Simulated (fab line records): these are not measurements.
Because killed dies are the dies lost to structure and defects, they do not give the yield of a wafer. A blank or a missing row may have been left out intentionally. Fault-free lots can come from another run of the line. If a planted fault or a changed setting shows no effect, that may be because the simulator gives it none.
fab line records | flow gf180mcu
record lots=14 | wafers=42 | lastDay=34
route steps=602 shown STI@1 MVPSD@84 VT_IMPLANT@135 PSD@261
lots that met no fault: taken from a fault-free run of the same line
startH: hours from the record's first day to the start of the lot's first wafer shown | waitH: time in hours since the lot's previous step | " the same as in the row above | L1.1+2: one row covering several wafers at once | - no value, or no start was given | * or withheld: withheld | < > ~ a bound
route shown NAME@n: a module of which the file shows steps, and the number in the route of the first | usual: mean/standard deviation taken from wafers without a fault | same: alike in all rows | chamber/n: place in a boat | sites: per-site readings | _std_site: standard deviation across them | _edge_site: mean of outer sites minus mean of inner sites | radiusMm: how far each site lies from the wafer's centre | mask NAME#n: copy n | behind: the tool/chamber that last shaped the wafer | hold: cause of the lot's hold/its duration in hours/its outcome | device: transistor that didn't switch, given as n, p or np | end of line: the tests these same wafers got at the end of their route | a step given without rows: its recipe and nothing more | killed: count of dies lost to structure and defects at first sort (not the wafer's yield) | map: a wafer's dies, x killed, . not, _ none there
set.NAME: the setting the step ran with; set.NAME@STEP: the setting that earlier step ran with | model.NAME: the simulator's own value behind a step, which no gauge read
route steps across a sampled set of lots; one table per step, one row per wafer
services: when a tool's chamber went out of use (startH, in hours from the record's first day, below 0 if earlier), for how many hours, and the reason
## steps
# step GF_STI_BOW_MEAS_00
# recipe mode=bow
# usual INCOMING_BOW=0/6.7
lot.wafer | tool         | chamber | startH | waitH | INCOMING_BOW[um]
L260.1    | filmMetro-02 | -       | 20.00  | -     | -5
L260.5    | "            | -       | "      | "     | 4
L260.6    | "            | -       | "      | "     | -5
L261.1    | filmMetro-01 | -       | 25.00  | -     | 1
L261.3    | "            | -       | "      | "     | -3
L261.4    | "            | -       | "      | "     | 15
L262.1    | filmMetro-01 | -       | 30.00  | -     | 4
L262.5    | "            | -       | "      | "     | -4
L262.6    | "            | -       | "      | "     | -2
L263.3    | filmMetro-04 | -       | 35.04  | -     | 3
L263.4    | "            | -       | "      | "     | 4
L263.6    | "            | -       | "      | "     | 8
L264.1    | filmMetro-04 | -       | 40.00  | -     | 6
L264.4    | "            | -       | "      | "     | 1
L264.5    | "            | -       | "      | "     | -2
L265.3    | filmMetro-02 | -       | 45.04  | -     | 0
L265.4    | "            | -       | "      | "     | -2
L265.5    | "            | -       | "      | "     | -3
L269.1    | filmMetro-02 | -       | 65.00  | -     | -1
L269.3    | "            | -       | "      | "     | -5
L269.6    | "            | -       | "      | "     | 1
L271.1    | filmMetro-02 | -       | 75.00  | -     | -4
L271.2    | "            | -       | "      | "     | 10
L271.6    | "            | -       | "      | "     | -5
L272.1    | filmMetro-01 | -       | 80.00  | -     | 8
L272.2    | "            | -       | "      | "     | 1
L272.3    | "            | -       | "      | "     | 7
L273.3    | filmMetro-02 | -       | 85.04  | -     | -1
L273.4    | "            | -       | "      | "     | -5
L273.6    | "            | -       | "      | "     | -4
L276.1    | filmMetro-02 | -       | 100.00 | -     | 1
L276.5    | "            | -       | "      | "     | 4
L276.6    | "            | -       | "      | "     | -5
L278.1    | filmMetro-02 | -       | 110.00 | -     | -15
L278.2    | "            | -       | "      | "     | 4
L278.6    | "            | -       | "      | "     | -7
L280.2    | filmMetro-02 | -       | 120.02 | -     | 5
L280.3    | "            | -       | "      | "     | 1
L280.6    | "            | -       | "      | "     | -5
L281.1    | filmMetro-02 | -       | 125.00 | -     | 9
L281.3    | "            | -       | "      | "     | 2
L281.5    | "            | -       | "      | "     | -16
# step GF_MVPSD_DEVELOP_06
# recipe wallAngleDeg=90 | developTimeS=60 | devTempC=23
lot.wafer  | tool          | chamber | startH | waitH
L260.1+5+6 | lithoTrack-04 | 0       | 107    | -
L261.1+3+4 | lithoTrack-02 | 0       | 112    | -
L262.1+5+6 | lithoTrack-02 | 0       | 122    | -
L263.3+4+6 | lithoTrack-02 | 0       | 127    | -
L264.1+4+5 | lithoTrack-02 | 0       | 131    | -
L265.3+4+5 | lithoTrack-02 | 0       | 139    | -
L269.1+3+6 | lithoTrack-02 | 0       | 162    | -
L271.1+2+6 | lithoTrack-02 | 0       | 170    | -
L272.1+2+3 | lithoTrack-01 | 0       | 178    | -
L273.3+4+6 | lithoTrack-01 | 0       | 184    | -
L276.1+5+6 | lithoTrack-01 | 0       | 205    | -
L278.1+2+6 | lithoTrack-04 | 0       | 217    | -
L280.2+3+6 | lithoTrack-04 | 0       | 227    | -
L281.1+3+5 | lithoTrack-04 | 0       | 238    | -
# step GF_MVPSD_OVL_MEAS_07
# usual MVPSD_OVL=-1.2/1.3
lot.wafer | tool       | chamber | startH | waitH | MVPSD_OVL[nm]
L260.1    | overlay-02 | -       | 107.85 | -     | 0.6
L260.5    | "          | -       | "      | "     | -0.6
L260.6    | "          | -       | "      | "     | -0.5
L261.1    | overlay-02 | -       | 112.51 | -     | -1.4
L261.3    | "          | -       | "      | "     | -0.2
L261.4    | "          | -       | "      | "     | -1.1
L262.1    | overlay-01 | -       | 122.26 | -     | -1.5
L262.5    | "          | -       | "      | "     | -1.9
L262.6    | "          | -       | "      | "     | -2.5
L263.3    | overlay-01 | -       | 127.82 | -     | 2.3
L263.4    | "          | -       | "      | "     | 0.1
L263.6    | "          | -       | "      | "     | 0.7
L264.1    | overlay-01 | -       | 132.11 | -     | -2.2
L264.4    | "          | -       | "      | "     | 0.8
L264.5    | "          | -       | "      | "     | -1.8
L265.3    | overlay-02 | -       | 139.57 | -     | -0.7
L265.4    | "          | -       | "      | "     | -1.0
L265.5    | "          | -       | "      | "     | -1.6
L269.1    | overlay-01 | -       | 162.51 | -     | -
L269.3    | "          | -       | "      | "     | -
L269.6    | "          | -       | "      | "     | -
L271.1    | overlay-02 | -       | 170.91 | -     | -
L271.2    | "          | -       | "      | "     | -
L271.6    | "          | -       | "      | "     | -
L272.1    | overlay-02 | -       | 178.86 | -     | -2.0
L272.2    | "          | -       | "      | "     | 0.2
L272.3    | "          | -       | "      | "     | -1.7
L273.3    | overlay-01 | -       | 184.72 | -     | -1.4
L273.4    | "          | -       | "      | "     | -3.4
L273.6    | "          | -       | "      | "     | -0.4
L276.1    | overlay-01 | -       | 205.31 | -     | -1.3
L276.5    | "          | -       | "      | "     | 0.2
L276.6    | "          | -       | "      | "     | 0.6
L278.1    | overlay-01 | -       | 217.50 | -     | -0.9
L278.2    | "          | -       | "      | "     | -1.0
L278.6    | "          | -       | "      | "     | -0.6
L280.2    | overlay-02 | -       | 227.20 | -     | 0.1
L280.3    | "          | -       | "      | "     | 0.8
L280.6    | "          | -       | "      | "     | 0.2
L281.1    | overlay-01 | -       | 238.35 | -     | -3.3
L281.3    | "          | -       | "      | "     | -2.4
L281.5    | "          | -       | "      | "     | -1.4
# step GF_VT_IMPLANT_RTA_45
# recipe tempC=1050 | timeS=30 | ambient=N2
# usual lampPowerPct=35.0/2.5 | wafer_temp_C_max=1053.2/1
# same timeS=30
lot.wafer | tool         | chamber | startH | waitH | lampPowerPct | wafer_temp_C_max
L260.1    | rtpAnneal-02 | 0       | 169.05 | 0.0   | 31.7         | 1055.1
L260.5    | "            | 0       | "      | "     | 31.7         | 1053.7
L260.6    | "            | 0       | "      | "     | 31.7         | 1054.7
L261.1    | rtpAnneal-01 | 0       | 175.26 | 0.0   | 36.9         | 1053.8
L261.3    | "            | 0       | "      | "     | 37.0         | 1052.7
L261.4    | "            | 0       | "      | "     | 36.9         | 1052.6
L262.1    | rtpAnneal-01 | 0       | 185.40 | 0.0   | 37.0         | 1052.6
L262.5    | "            | 0       | "      | "     | 36.9         | 1052.9
L262.6    | "            | 0       | "      | "     | 37.0         | 1052.4
L263.3    | rtpAnneal-02 | 0       | 193.08 | 0.1   | 31.7         | 1053.6
L263.4    | "            | 0       | "      | "     | 31.7         | 1051.7
L263.6    | "            | 0       | "      | "     | 31.7         | 1052.6
L264.1    | rtpAnneal-01 | 0       | 198.71 | 0.0   | 36.9         | 1052.1
L264.4    | "            | 0       | "      | "     | 36.9         | 1051.8
L264.5    | "            | 0       | "      | "     | 36.9         | 1052.6
L265.3    | rtpAnneal-01 | 0       | 206.53 | 0.0   | 36.9         | 1053.7
L265.4    | "            | 0       | "      | "     | 36.9         | 1051.4
L265.5    | "            | 0       | "      | "     | 36.9         | 1052.5
L269.1    | rtpAnneal-01 | 0       | 233.11 | 0.0   | 36.9         | 1052.5
L269.3    | "            | 0       | "      | "     | 36.9         | 1052.9
L269.6    | "            | 0       | "      | "     | 36.9         | 1052.4
L271.1    | rtpAnneal-02 | 0       | 241.79 | 0.0   | 31.6         | 1052.8
L271.2    | "            | 0       | "      | "     | 31.7         | 1054.5
L271.6    | "            | 0       | "      | "     | 31.6         | 1053.7
L272.1    | rtpAnneal-01 | 0       | 250.67 | 0.0   | 37.0         | 1051.4
L272.2    | "            | 0       | "      | "     | 37.0         | 1052.5
L272.3    | "            | 0       | "      | "     | 36.9         | 1051.8
L273.3    | rtpAnneal-01 | 0       | 257.19 | 0.0   | 36.9         | 1053.7
L273.4    | "            | 0       | "      | "     | 36.9         | 1053.2
L273.6    | "            | 0       | "      | "     | 36.9         | 1052.9
L276.1    | rtpAnneal-02 | 0       | 280.24 | 0.0   | 31.7         | 1053.7
L276.5    | "            | 0       | "      | "     | 31.7         | 1053.8
L276.6    | "            | 0       | "      | "     | 31.7         | 1053.3
L278.1    | rtpAnneal-02 | 0       | 293.55 | 0.0   | 31.7         | 1054.2
L278.2    | "            | 0       | "      | "     | 31.7         | 1054.3
L278.6    | "            | 0       | "      | "     | 31.7         | 1052.7
L280.2    | rtpAnneal-01 | 0       | 305.37 | 0.0   | 36.9         | 1054.4
L280.3    | "            | 0       | "      | "     | 36.9         | 1052.5
L280.6    | "            | 0       | "      | "     | 36.9         | 1052.7
L281.1    | rtpAnneal-02 | 0       | 318.31 | 0.0   | 31.7         | 1053.4
L281.3    | "            | 0       | "      | "     | 31.7         | 1054.1
L281.5    | "            | 0       | "      | "     | 31.7         | 1055.6
# step GF_PSD_RTA_13
# recipe tempC=1025 | timeS=20 | ambient=N2
# usual lampPowerPct=33.9/2.3 | wafer_temp_C_max=1027.7/1
# same timeS=20
lot.wafer | tool         | chamber | startH | waitH | lampPowerPct | wafer_temp_C_max
L260.1    | rtpAnneal-01 | 0       | 331.13 | 0.0   | 35.4         | 1027.4
L260.5    | "            | 0       | "      | "     | 35.4         | 1027.0
L260.6    | "            | 0       | "      | "     | 35.4         | 1027.7
L261.1    | rtpAnneal-01 | 0       | 339.92 | 0.0   | 35.3         | 1026.8
L261.3    | "            | 0       | "      | "     | 35.4         | 1027.3
L261.4    | "            | 0       | "      | "     | 35.3         | 1026.9
L262.1    | rtpAnneal-01 | 0       | 352.59 | 0.0   | 35.4         | 1027.2
L262.5    | "            | 0       | "      | "     | 35.3         | 1026.1
L262.6    | "            | 0       | "      | "     | 35.4         | 1027.2
L263.3    | rtpAnneal-02 | 0       | 364.46 | 0.0   | 30.3         | 1029.9
L263.4    | "            | 0       | "      | "     | 30.4         | 1030.0
L263.6    | "            | 0       | "      | "     | 30.3         | 1029.4
L264.1    | rtpAnneal-02 | 0       | 375.98 | 0.0   | 30.3         | 1029.7
L264.4    | "            | 0       | "      | "     | 30.4         | 1028.9
L264.5    | "            | 0       | "      | "     | 30.3         | 1029.6
L265.3    | rtpAnneal-02 | 0       | 380.46 | 0.0   | 30.3         | 1028.1
L265.4    | "            | 0       | "      | "     | 30.3         | 1029.2
L265.5    | "            | 0       | "      | "     | 30.3         | 1028.8
L269.1    | rtpAnneal-01 | 0       | 411.68 | 0.0   | 35.4         | 1027.4
L269.3    | "            | 0       | "      | "     | 35.4         | 1027.3
L269.6    | "            | 0       | "      | "     | 35.3         | 1028.7
L271.1    | rtpAnneal-01 | 0       | 428.34 | 0.0   | 35.4         | 1027.2
L271.2    | "            | 0       | "      | "     | 35.3         | 1026.1
L271.6    | "            | 0       | "      | "     | 35.3         | 1027.9
L272.1    | rtpAnneal-01 | 0       | 436.43 | 0.0   | 35.3         | 1026.9
L272.2    | "            | 0       | "      | "     | 35.3         | 1027.2
L272.3    | "            | 0       | "      | "     | 35.3         | 1026.8
L273.3    | rtpAnneal-01 | 0       | 443.25 | 0.0   | 35.4         | 1027.0
L273.4    | "            | 0       | "      | "     | 35.4         | 1027.4
L273.6    | "            | 0       | "      | "     | 35.3         | 1027.4
L276.1    | rtpAnneal-02 | 0       | 472.63 | 0.0   | 30.3         | 1028.2
L276.5    | "            | 0       | "      | "     | 30.3         | 1030.0
L276.6    | "            | 0       | "      | "     | 30.3         | 1029.8
L278.1    | rtpAnneal-01 | 0       | 485.07 | 0.0   | 35.3         | 1028.2
L278.2    | "            | 0       | "      | "     | 35.2         | 1027.3
L278.6    | "            | 0       | "      | "     | 35.4         | 1027.5
L280.2    | rtpAnneal-01 | 0       | 498.43 | 0.0   | 35.3         | 1028.5
L280.3    | "            | 0       | "      | "     | 35.4         | 1026.8
L280.6    | "            | 0       | "      | "     | 35.3         | 1027.8
L281.1    | rtpAnneal-02 | 0       | 519.23 | 0.0   | 30.3         | 1027.9
L281.3    | "            | 0       | "      | "     | 30.3         | 1028.8
L281.5    | "            | 0       | "      | "     | 30.3         | 1028.3
## services
tool         | chamber | startH | hours | kind
rtpAnneal-01 | -       | 93.56  | 0.6   | pm
rtpAnneal-01 | -       | 192.78 | 3.4   | pm
rtpAnneal-02 | -       | 413.65 | 3.2   | pm
## key
firstSign step=GF_MVPSD_OVL_MEAS_07 | reading=MVPSD_OVL | direction=missing
effect none on later readings
metAt GF_MVPSD_DEVELOP_06
struckLots L269,L271
sortLeftOut L269.1,L269.3,L269.6,L271.1,L271.2,L271.6
testerLeftOut L269,L271
notActingAt GF_STI_BOW_MEAS_00,GF_VT_IMPLANT_RTA_45,GF_PSD_RTA_13
onsetBetween 139 162
fault kind=processParameterDrift | tool=lithoTrack-02 | chamber=- | onsetH=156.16 | steps=GF_MVPSD_DEVELOP_06 | channel=developTimeS | offset=* | shape=step | endH=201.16 | actsIn=* | stated=*
# testerLeftOut: of these lots the tester's yield and bins aren't shown, on N5 and GAA mostly nor the transistor test; their killed dies are dies lost to structure and defects alone, not to doping, threshold or leakage, so they don't give the yield
# sortLeftOut: the simulated sort isn't trusted on such a fault, so these wafers' sort isn't shown, and their yield isn't known
